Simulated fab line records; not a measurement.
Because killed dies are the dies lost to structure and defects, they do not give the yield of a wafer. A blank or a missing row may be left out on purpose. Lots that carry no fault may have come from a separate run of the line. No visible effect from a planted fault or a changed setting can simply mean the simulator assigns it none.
Which tool did it? | flow gf180mcu | Sampling: 7 lots, 21 wafers, 2 of 602 route steps

WHAT EACH GAUGE READ, for each wafer
GF_V2_BOW_MEAS_05.
lot  | measured     | on           | V2_BOW (um)
L250 | day 22 04:20 | filmMetro-03 | 101 93 100
L258 | day 24 22:58 | filmMetro-04 | 120 118 107
L260 | day 25 11:46 | filmMetro-04 | 96 83 101
L262 | day 26 03:08 | filmMetro-04 | 79 88 84
L264 | day 26 12:48 | filmMetro-02 | 96 94 93
L266 | day 27 09:00 | filmMetro-03 | 99 100 99

WHAT TOOL EACH LOT RAN ON (gives the tool, then ch and the chambers of the sampled wafers, and finally the start)
lot  | GF_STI_WET_ETCH_27
L245 | wetBench-04 ch 0, day 2 15:55
L250 | wetBench-03 ch 2, day 3 16:55
L258 | wetBench-02 ch 3, day 5 11:22
L260 | wetBench-04 ch 3, day 5 19:15
L262 | wetBench-04 ch 2, day 6 06:19
L264 | wetBench-04 ch 3, day 6 16:04
L266 | wetBench-04 ch 3, day 7 03:19
- GF_STI_WET_ETCH_27: etches Si3N4 in H3PO4, target depth 160 nm, time 1825 s.

THE ANSWER, worked out from the rows above alone
Rule: the usual values come from the lots themselves. The widest of any qualifying gaps counts: lots, ordered by their means at a reading, are off when they make up no more than a third of the lots, leave a main group of 4 or more, and stand apart from it by 3 or more times the standard deviation of that group's means. The tables above print the reading to a certain number of digits; a main group whose means all agree to those digits is not used. A lot without any number at a reading at which 4 lots or more have one is off too. Where the step has rows for the other lots, those lots are counted as sound.
No lot is off at any reading shown: from this, nothing can be told.

WHAT WAS PUT IN BY THE SIMULATOR
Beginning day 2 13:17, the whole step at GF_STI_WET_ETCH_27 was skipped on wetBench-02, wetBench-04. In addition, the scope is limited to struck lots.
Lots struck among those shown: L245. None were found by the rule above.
